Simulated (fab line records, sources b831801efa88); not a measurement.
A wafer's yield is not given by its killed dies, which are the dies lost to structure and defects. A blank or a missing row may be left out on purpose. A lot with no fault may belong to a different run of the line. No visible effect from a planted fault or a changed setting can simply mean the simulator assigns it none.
Problem report in the 8D (eight disciplines) form, filled by code ; flow gf180mcu ; the parts of the form that need people (team, actions taken, sign-off) are left out

== 1. WHAT IS WRONG ==
HV_LDD_CVD_56_THK at GF_HV_LDD_THK_MEAS_57 reads a mean of 69.0 nm on 6 wafers of 2 lots; wafers without a fault read 89.9 nm with a standard deviation of 1. That puts it -21 standard deviations away from the usual mean.
First observed at day 15 12:12: wafer L484.3, on film metro-02. Wafers with a number at this step in the record: 33, from 11 lots. Rule for "out", or "out of limits": more than 4 standard deviations from the usual mean. All remaining wafers that have a number are taken as sound.

== 2. WHAT IT IS, AND WHAT IT ISN'T ==
question;is;is not
which readings at this step;HV_LDD_CVD_56_THK;-
which lots;L484, L488;L476, L481, L482, L483, L492, L493, L495, L496, L498
which wafers of those lots;all that have a number;-
read on which gauges;film metro-02;film metro-01, film metro-04
when;from day 15 12:12;"up to then (12 sound wafers); but 15 sound wafers of L492, L493, L495, L496, L498 came after"

== 3. SUSPECTS, AND WHAT RULES EACH OUT ==
Counting: a tool at a process step up to the reading stays a suspect if it ran every lot that is out and no sound lot after the first of them.
- ruled out: the gauge at GF_HV_LDD_THK_MEAS_57. All the wafers that are out were read on film metro-02, but those of them that GF_HV_LDD_CVD_56 has rows for are out there too, on other tools.
- lpcvd-01 at GF_HV_LDD_CVD_56 (deposits Si3N4 from DCS/NH3, target thk 90 nm, time 1543 s): ruled out as a lasting fault. Following L484 (day 15 10:45), the first lot on it that is out, the sound lots L495, L498 were run on it.
Left after counting: nothing in the record.

== 4. THE CAUSE (what the simulator had put in) ==
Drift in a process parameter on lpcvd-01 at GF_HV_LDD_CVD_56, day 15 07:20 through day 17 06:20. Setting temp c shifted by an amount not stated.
It was ruled out by counting, in error; the rule expects a fault to strike all lots run on its tool from its start on, and this fault did not.

== 5. SEQUENCE OF EFFECTS, ordered by route ==
Each row: a reading where the mean over the struck wafers with a number is more than 3 standard deviations away from the usual. Scope: only readings with a usual standard deviation given in the record; hours: median across lots of the time from each lot's start at the first step in this table that gives one to its start at this step; sigmas: change in usual standard deviations.
hours;step;reading;usual;on struck wafers;change;sigmas
0;GF_HV_LDD_CVD_56;spike tc bottom C;790.0 C;777.7;-12.3;-5.6
0;GF_HV_LDD_CVD_56;spike tc centre C;770.6 C;756.0;-14.6;-12
0;GF_HV_LDD_CVD_56;spike tc lower C;770.2 C;754.6;-15.6;-11
0;GF_HV_LDD_CVD_56;spike tc top C;784.3 C;768.1;-16.2;-5.6
0;GF_HV_LDD_CVD_56;spike tc upper C;770.0 C;755.3;-14.7;-13
0;GF_HV_LDD_CVD_56;susceptor temp C;770.00 C;755.36;-14.64;-52
1;GF_HV_LDD_THK_MEAS_57;HV_LDD_CVD_56_THK;89.9 nm;69.0;-20.9;-21
1;GF_HV_LDD_ETCHBACK_58;oes product au;0.842 a.u.;0.734;-0.108;-16
The process steps in it:
- GF_HV_LDD_CVD_56: deposits Si3N4 from DCS/NH3, target thk 90 nm, time 1543 s.
- GF_HV_LDD_ETCHBACK_58: etches Si3N4 in CH3F/O2, stops on SiO2, time 100 s, target depth 90 nm.
Later steps that measure or inspect, where all struck wafers having a row at the step show a number for every such reading and not one has moved that far: GF_NSD_TW_MEAS_12, GF_PSD_TW_MEAS_11.

== 6. HOW IT WOULD HAVE BEEN CAUGHT EARLIER ==
5 hours passed between the start of the fault at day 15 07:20 and the first reading out of limits at a measuring or inspecting step in this record, taken at day 15 12:12.
Tool's own readings at GF_HV_LDD_CVD_56, spike tc bottom C, spike tc centre C, spike tc lower C, spike tc top C, spike tc upper C, susceptor temp C: out on all struck wafers the step has rows for; an alarm limit on them would have tripped on the first.
